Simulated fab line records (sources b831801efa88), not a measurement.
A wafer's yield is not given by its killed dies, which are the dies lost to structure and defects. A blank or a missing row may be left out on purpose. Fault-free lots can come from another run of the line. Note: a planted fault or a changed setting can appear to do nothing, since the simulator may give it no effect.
The same fault as seen by 2 desks    flow sky130    each desk has only its own numbers; what lay behind them comes last

AT THE TOOL OWNER'S DESK: pvdSputter-02
At SKY_CAPM_SPUTTER_02 (material TiN, target thk 200 nm, time 166.7 s) the tool's own readings: per lot run on this tool, the mean of the sampled wafers that have a number. The brackets show how far a lot's mean lies from the usual mean; more than 4 standard deviations puts the lot out of limits, marked OUT.
Columns: A = chamberPressurePa at SKY_CAPM_SPUTTER_02, usual 0.4000 Pa; B = throttleValvePct at SKY_CAPM_SPUTTER_02, usual 30.4 %
lot   first seen here  A       B
L630  day 36 17:08     0.3991  29.8
L633  day 38 01:24     0.4010  29.7
L634  day 39 01:31     0.3993  30.4
L635  day 39 09:44     0.3999  31.4
L639  day 40 04:01     0.4007  28.8
Result from this desk: across the 5 lots, nothing is out of limits.

FROM THE METROLOGY DESK
Lot by lot, what the gauges showed, no matter which tool ran the lot: averages of those sampled wafers that carry a number. The brackets show how far a lot's mean lies from the usual mean; more than 4 standard deviations puts the lot out of limits, marked OUT.
Columns: A = cdNm at SKY_METAL2_CD_MEAS_15, usual 140.1 nm; B = VIA2_W_RS at SKY_VIA2_RS_MEAS_22, usual 0.2741 ohm/sq; C = CAPM_TIN_RS at SKY_CAPM_RS_MEAS_03, usual 6.92 ohm/sq; D = CAPM_TIN_THK at SKY_CAPM_THK_MEAS_04, usual 198.0 nm
lot   first seen here  A      B       C     D
L630  day 35 11:07     140.8  0.2718  6.92  198.4
L631  day 35 19:05     138.3  0.2772  6.84  200.2
L632  day 36 00:15     141.6  0.2705  6.82  200.6
L633  day 36 21:43     141.0  0.2740  6.85  200.9
L634  day 37 19:23     138.3  0.2753  6.96  196.6
L636  day 38 01:47     139.5  0.2726  6.95  197.8
L635  day 38 04:09     137.2  0.2734  6.91  198.6
L639  day 38 21:51     140.8  0.2732  6.61  207.7 (+4.4) OUT
L645  day 40 06:49     140.3  0.2734  6.89  198.5
L648  day 41 01:21     139.9  0.2773  6.99  196.4
L650  day 41 07:47     137.9  0.2750  6.77  201.4
L652  day 42 02:49     142.3  0.2724  6.87  199.8
This desk reports L639 out of limits; the earliest was L639 at day 40 04:16 (CAPM_TIN_THK at SKY_CAPM_THK_MEAS_04). Within limits: L630, L631, L632, L633, L634, L636, L635, L645, L648, L650, L652.

ALL TOGETHER
An alarm was possible from the metrology desk at day 40 04:16, on L639.
The desk of the tool owner found nothing out of limits.
On record at the tool owner's desk: L639, within its limits.
Every lot named ran SKY_CAPM_SPUTTER_02 on pvdSputter-02.

WHAT HAD BEEN PUT IN BY THE SIMULATOR
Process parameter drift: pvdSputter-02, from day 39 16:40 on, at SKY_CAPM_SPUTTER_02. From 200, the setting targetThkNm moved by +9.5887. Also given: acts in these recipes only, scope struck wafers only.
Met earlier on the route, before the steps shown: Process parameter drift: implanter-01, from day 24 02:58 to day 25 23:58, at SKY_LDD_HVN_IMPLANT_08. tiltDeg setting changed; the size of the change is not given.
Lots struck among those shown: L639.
Delay in hours, fault start to first out-of-limits reading, per desk: metrology desk 12.
